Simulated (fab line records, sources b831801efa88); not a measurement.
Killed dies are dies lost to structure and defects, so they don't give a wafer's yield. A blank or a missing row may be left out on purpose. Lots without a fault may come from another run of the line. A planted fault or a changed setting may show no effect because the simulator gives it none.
Problem report in the 8D (eight disciplines) form, filled by code | flow gf180mcu | the parts of the form that need people (team, actions taken, sign-off) are left out

1. THE PROBLEM
VT_IMPLANT_OVL at GF_VT_IMPLANT_OVL_MEAS_07 reads a mean of -140.2 nm on 6 wafers of 2 lots; wafers without a fault read 0.5 nm with a standard deviation of 1.5. That is -94 standard deviations from the usual mean.
First seen on wafer L280.3, day 10 01:56, on overlay-02. The record holds 39 wafers of 13 lots with a number at this step. Rule for "out", or "out of limits": more than 4 standard deviations from the usual mean. The other wafers with a number count as sound.

2. WHAT IT IS AND WHAT IT IS NOT
question                    | is                     | is not
which readings at this step | VT_IMPLANT_OVL         | -
which lots                  | L280, L282             | L263, L264, L265, L272, L273, L274, L275, L276, L279, L285, L286
which wafers of those lots  | all that have a number | -
read on which gauges        | overlay-02             | overlay-01
when                        | from day 10 01:56      | up to then (27 sound wafers); but 6 sound wafers of L285, L286 came after

3. SUSPECTS, AND WHAT RULES EACH OUT
Counting: a tool at a process step up to the reading stays a suspect if it ran every lot that is out and no sound lot after the first of them.
- the gauge at GF_VT_IMPLANT_OVL_MEAS_07: kept. All the wafers that are out were read on overlay-02, and no step on other tools shows them out.
- plasma_asher-03 at GF_DNWELL_STRIP_08 (strips in O2/N2): kept. It ran every lot that is out, first L280 (day 6 15:28), and no sound lot after that; its last sound lot up to then is L279 (day 6 07:04).
- iline_stepper-02 at GF_VT_IMPLANT_EXPOSE_04 (exposes mask LVPWELL LV AREA, target cd 600 nm): kept. It ran every lot that is out, first L280 (day 9 17:12), and no sound lot after that; its last sound lot up to then is L274 (day 7 23:13).
Left after counting: plasma_asher-03 at GF_DNWELL_STRIP_08, iline_stepper-02 at GF_VT_IMPLANT_EXPOSE_04, overlay-02 at GF_VT_IMPLANT_OVL_MEAS_07.

4. THE CAUSE (what the simulator had put in)
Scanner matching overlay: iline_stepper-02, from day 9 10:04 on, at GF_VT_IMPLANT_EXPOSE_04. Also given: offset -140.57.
Counting left 3 suspects, and this tool is among them.

5. THE CHAIN OF EFFECTS, in route order
Each row: a reading whose mean over the struck wafers that have a number lies more than 3 standard deviations from the usual. Only readings for which the record gives a usual standard deviation are gone through. hours: the time from each lot's start at the first step in this table that gives one to its start at this step, as a median over the lots. sigmas: the change in usual standard deviations.
hours | step                      | reading        | usual  | on struck wafers | change | sigmas
0     | GF_VT_IMPLANT_OVL_MEAS_07 | VT_IMPLANT_OVL | 0.5 nm | -140.2           | -140.8 | -94

6. WHAT WOULD HAVE CAUGHT IT SOONER
In this record the first reading out of limits at a measuring or inspecting step was taken at day 10 01:56, 16 hours after the fault began at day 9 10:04.
Of the tool readings at GF_VT_IMPLANT_EXPOSE_04 for which the record gives a usual standard deviation, none was out on any struck wafer, so an alarm limit of 4 standard deviations on them would not have fired.
Of the lots that are out (2), L282 began GF_VT_IMPLANT_EXPOSE_04 on iline_stepper-02 after day 10 01:56. A hold on the tool at that time would have spared it.
